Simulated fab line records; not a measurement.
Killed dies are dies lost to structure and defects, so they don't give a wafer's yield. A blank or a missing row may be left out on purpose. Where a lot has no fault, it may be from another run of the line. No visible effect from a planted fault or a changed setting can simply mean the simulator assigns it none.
Which of the tools did it? | flow sky130 | 24 lots, 72 wafers sampled, at 2 steps of a route of 708

## WHAT THE GAUGES SHOWED, per wafer
SKY_LI_CONTACT_BOW_MEAS_03.
lot  | measured     | on            | LI_CONTACT_BOW (um)
L075 | day 29 17:35 | film-metro-02 | 54 55 57
L078 | day 29 18:25 | film-metro-02 | 54 50 45
L076 | day 29 23:16 | film-metro-01 | 64 57 54
L074 | day 29 23:41 | film-metro-02 | 59 63 73
L077 | day 30 04:19 | film-metro-04 | 56 61 52
L080 | day 30 12:58 | film-metro-04 | 54 63 67
L079 | day 30 13:26 | film-metro-01 | 48 57 71
L081 | day 30 17:26 | film-metro-02 | 57 58 54
L082 | day 31 03:55 | film-metro-01 | 57 51 53
L083 | day 31 15:40 | film-metro-04 | 80 54 52
L084 | day 31 23:02 | film-metro-01 | 47 54 40
L085 | day 32 00:14 | film-metro-02 | 56 53 59
L086 | day 32 10:34 | film-metro-01 | 58 58 49
L087 | day 32 16:49 | film-metro-01 | 51 52 45
L088 | day 32 21:08 | film-metro-02 | 60 65 47
L089 | day 33 07:19 | film-metro-04 | 69 64 65
L090 | day 33 17:31 | film-metro-02 | 60 50 62
L091 | day 33 21:37 | film-metro-04 | 48 59 58
L092 | day 34 05:56 | film-metro-01 | 68 43 51
L093 | day 34 13:07 | film-metro-01 | 68 56 67
L094 | day 35 01:38 | film-metro-02 | 54 60 60
L095 | day 35 07:20 | film-metro-01 | 66 62 56
L096 | day 35 08:58 | film-metro-02 | 58 52 62
L097 | day 35 17:34 | film-metro-01 | 62 52 45

SKY_LOCAL_INTERCONNECT_CD_MEAS_11: the cd target is 170 nm.
lot  | measured     | on        | cd-nm (nm)
L075 | day 32 02:32 | cd-sem-01 | 166.0 166.1 168.2
L078 | day 32 04:04 | cd-sem-02 | 168.9 168.6 168.7
L076 | day 32 08:59 | cd-sem-02 | 171.6 171.2 171.3
L074 | day 32 09:15 | cd-sem-01 | 170.9 170.1 170.3
L077 | day 32 12:35 | cd-sem-02 | 169.5 169.8 168.8
L080 | day 32 20:44 | cd-sem-01 | 170.1 170.1 168.7
L079 | day 32 21:34 | cd-sem-02 | 170.6 171.3 170.2
L081 | day 33 01:34 | cd-sem-02 | 171.0 169.8 170.2
L082 | day 33 10:20 | cd-sem-02 | 170.8 171.5 171.1
L083 | day 33 21:50 | cd-sem-02 | 169.2 169.4 167.5
L084 | day 34 05:40 | cd-sem-02 | 172.0 171.9 170.7
L085 | day 34 06:45 | cd-sem-02 | 168.6 168.6 167.5
L086 | day 34 17:55 | cd-sem-02 | 170.4 170.5 171.1
L087 | day 34 22:41 | cd-sem-02 | 169.1 167.8 168.4
L088 | day 35 04:39 | cd-sem-02 | 171.2 168.8 169.6
L089 | day 35 13:14 | cd-sem-02 | 167.1 167.0 167.0
L090 | day 35 23:08 | cd-sem-02 | 169.8 169.3 171.9
L091 | day 36 03:49 | cd-sem-02 | 169.5 168.6 166.5
L092 | day 36 11:34 | cd-sem-02 | 172.1 170.7 171.6
L093 | day 36 19:09 | cd-sem-02 | 170.6 171.1 170.5
L094 | day 37 07:40 | cd-sem-02 | 169.2 169.2 169.0
L095 | day 37 12:40 | cd-sem-02 | 169.2 168.8 168.8
L096 | day 37 14:34 | cd-sem-02 | 170.9 172.2 171.8
L097 | day 37 23:25 | cd-sem-02 | 169.8 168.9 169.9

## EACH LOT AND THE TOOL THAT RAN IT (in order: tool; ch and the chambers of the sampled wafers; start)
Record: no process step prior to these readings.

## WHAT THE TOOLS THEMSELVES READ (means of the sampled wafers that have a number; where no wafer has one, the mark that the record gives instead)
The record holds no such reading with a usual standard deviation.

## THE ANSWER, worked out from the rows above alone
Rule: the usual values come from the lots themselves. The widest of any qualifying gaps counts: lots, ordered by their means at a reading, are off when they make up no more than a third of the lots, leave a main group of 4 or more, and stand apart from it by 3 or more times the standard deviation of that group's means. A main group is skipped when, at the precision printed for the reading in the tables above, its means are all equal. Also off: a lot with no number at a reading for which 4 or more lots have one. Any other lot the step has rows for is counted as sound. Order of review: gauges by route order, followed by the tools' own readings, for which a lot's mean as printed above is used. At the first step where some lot is off, the reading lying furthest off is the one used; lots without a number count as furthest.
No lot is off on any of the readings shown, so nothing can be concluded from this.

## WHAT HAD BEEN PUT IN BY THE SIMULATOR
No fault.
